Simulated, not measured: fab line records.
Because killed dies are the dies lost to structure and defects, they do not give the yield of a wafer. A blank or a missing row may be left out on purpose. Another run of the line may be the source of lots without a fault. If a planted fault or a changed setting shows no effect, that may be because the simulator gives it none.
Which tool was responsible?    flow sky130    39 wafers from 13 lots sampled at 5 of the route's 708 steps

== WHAT THE GAUGES SHOWED, per wafer ==
SKY_VT_ADJUST_HVTR_OVL_MEAS_08.
lot   measured      on          VT_ADJUST_HVTR_OVL (nm)
L287  day 9 08:16   overlay-02  0.8 0.3 1.0
L289  day 9 22:10   overlay-02  -1.9 -0.5 -1.7
L293  day 11 03:28  overlay-02  -2.2 -2.4 -2.8
L294  day 11 12:22  overlay-01  0.2 0.7 0.5
L295  day 11 20:34  overlay-01  -0.8 -1.2 -0.2
L296  day 12 13:43  overlay-02  -2.6 -0.2 -0.2
L298  day 12 18:04  overlay-01  0.7 1.1 1.5
L301  day 14 17:40  overlay-02  -0.8 -2.0 -1.1
L303  day 14 20:37  overlay-01  -2.0 -0.3 -1.0
L302  day 14 21:34  overlay-02  0.1 0.1 2.2
L304  day 15 02:45  overlay-01  1.4 -0.3 0.8
L305  day 15 06:33  overlay-01  -1.9 -2.1 -3.1
L310  day 16 21:42  overlay-01  -3.4 -3.0 -1.6

SKY_SONOS_TUNNEL_TW_MEAS_12.
lot   measured      on            SONOS_TUNNEL_TW
L287  day 11 04:45  filmMetro-04  196 195 196
L289  day 11 20:15  filmMetro-04  195 195 196
L293  day 13 04:25  filmMetro-03  200 200 201
L294  day 13 14:44  filmMetro-01  190 190 190
L295  day 13 23:19  filmMetro-01  190 191 189
L296  day 14 17:49  filmMetro-01  188 189 188
L298  day 14 22:55  filmMetro-03  200 199 198
L301  day 17 01:08  filmMetro-04  195 196 196
L303  day 17 04:17  filmMetro-03  200 199 200
L302  day 17 04:50  filmMetro-01  192 192 192
L304  day 17 10:46  filmMetro-04  196 196 197
L305  day 17 15:36  filmMetro-04  195 196 196
L310  day 19 09:38  filmMetro-04  192 192 193

SKY_SONOS_ONO_OVL_MEAS_14.
lot   measured      on          SONOS_ONO_OVL (nm)
L287  day 12 08:35  overlay-01  -2.6 -3.1 -1.3
L289  day 13 03:40  overlay-01  0.3 1.5 0.0
L293  day 14 12:48  overlay-01  -2.4 -1.9 -2.4
L294  day 14 22:25  overlay-01  -0.7 0.6 -0.2
L295  day 15 07:37  overlay-01  -0.9 -1.0 -0.8
L296  day 16 02:37  overlay-02  -1.8 -1.7 -1.6
L298  day 16 08:46  overlay-01  -0.1 0.1 -0.8
L301  day 18 15:49  overlay-02  -0.9 -1.4 -0.7
L303  day 18 18:16  overlay-02  -0.5 0.4 -0.4
L302  day 18 17:52  overlay-02  -2.4 -2.1 -1.9
L304  day 18 21:06  overlay-02  0.5 0.1 1.4
L305  day 19 03:13  overlay-01  0.2 -1.8 -0.2
L310  day 21 09:47  overlay-01  -0.8 -1.8 -0.6

SKY_GATE_OXIDE_THK_MEAS_02.
lot   measured      on            GATE_OXIDE_OXIDATION_00_THK (nm)
L287  day 12 10:48  filmMetro-03  9.81 10.00 9.84
L289  day 13 06:58  filmMetro-02  10.21 10.02 10.28
L293  day 14 18:20  filmMetro-02  10.44 10.65 10.60
L294  day 15 02:35  filmMetro-04  10.10 10.32 10.32
L295  day 15 09:50  filmMetro-04  10.04 9.97 10.20
L296  day 16 04:23  filmMetro-02  10.12 10.16 10.11
L298  day 16 10:32  filmMetro-02  10.05 10.08 10.12
L301  day 18 18:10  filmMetro-03  12.37 12.52 12.42
L303  day 18 20:22  filmMetro-03  10.56 10.51 10.57
L302  day 18 20:23  filmMetro-04  10.34 10.28 10.29
L304  day 18 22:52  filmMetro-02  12.55 12.60 12.51
L305  day 19 05:01  filmMetro-04  12.28 12.68 12.57
L310  day 21 11:34  filmMetro-04  10.35 10.56 10.60

== WHAT TOOL EACH LOT RAN ON (gives the tool, then ch and the chambers of the sampled wafers, and finally the start) ==
lot   SKY_GATE_OXIDE_OXIDATION_01
L287  furnace-02 ch 0, day 12 09:23
L289  furnace-01 ch 0, day 13 05:34
L293  furnace-02 ch 0, day 14 16:55
L294  furnace-02 ch 0, day 15 01:09
L295  furnace-02 ch 0, day 15 08:26
L296  furnace-02 ch 0, day 16 02:58
L298  furnace-02 ch 0, day 16 09:07
L301  furnace-02 ch 0, day 18 16:44
L303  furnace-01 ch 0, day 18 18:57
L302  furnace-01 ch 0, day 18 18:57
L304  furnace-02 ch 0, day 18 21:27
L305  furnace-02 ch 0, day 19 03:37
L310  furnace-01 ch 0, day 21 10:10
- SKY_GATE_OXIDE_OXIDATION_01: stabilise 600 s, purge 300 s, target thk 10.268 nm.

== WHAT THE TOOLS THEMSELVES READ (means of the sampled wafers that have a number; where no wafer has one, the mark that the record gives instead) ==
SKY_GATE_OXIDE_OXIDATION_01.
lot   tool        zonePowerUpperPct (%)
L287  furnace-02  25
L289  furnace-01  17
L293  furnace-02  25
L294  furnace-02  25
L295  furnace-02  25
L296  furnace-02  25
L298  furnace-02  25
L301  furnace-02  25
L303  furnace-01  17
L302  furnace-01  17
L304  furnace-02  25
L305  furnace-02  25
L310  furnace-01  17

== THE ANSWER, worked out from the rows above alone ==
Rule: the usual values come from the lots themselves. Put in order of their means at a reading, lots are off if they are a third of the lots or fewer, leave a main group of 4 or more, and stand apart from it by a gap of 3 or more times the standard deviation of the main group's means; of several such gaps the widest counts. The tables above print the reading to a certain number of digits; a main group whose means all agree to those digits is not used. Also off: a lot with no number at a reading for which 4 or more lots have one. Where the step has rows for the other lots, those lots are counted as sound. Order of review: gauges by route order, followed by the tools' own readings, for which a lot's mean as printed above is used. The first step at which some lot is off is used, and at that step the reading that is off furthest; a lot without a number counts as furthest.
Off: L301, L304, L305, seen at SKY_GATE_OXIDE_THK_MEAS_02 (GATE_OXIDE_OXIDATION_00_THK). Mean 10.25 nm and standard deviation 0.22 in the main group.
If a tool, at a process step before that reading, ran all the lots that are off and no sound lot after the first of them, it fits. The gauges at SKY_GATE_OXIDE_THK_MEAS_02 are tried like those tools. One candidate fits, namely furnace-02 at SKY_GATE_OXIDE_OXIDATION_01. A fault onset in the window from L298 (day 16 09:07, its last sound lot) to L301 (day 18 16:44, its first lot off) fits.

== WHAT THE SIMULATOR HAD PUT IN ==
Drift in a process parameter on furnace-02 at SKY_GATE_OXIDE_OXIDATION_01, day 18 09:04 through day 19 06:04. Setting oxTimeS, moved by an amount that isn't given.
Shown lots that were struck: L301, L304, L305. The same result came from the rule above.
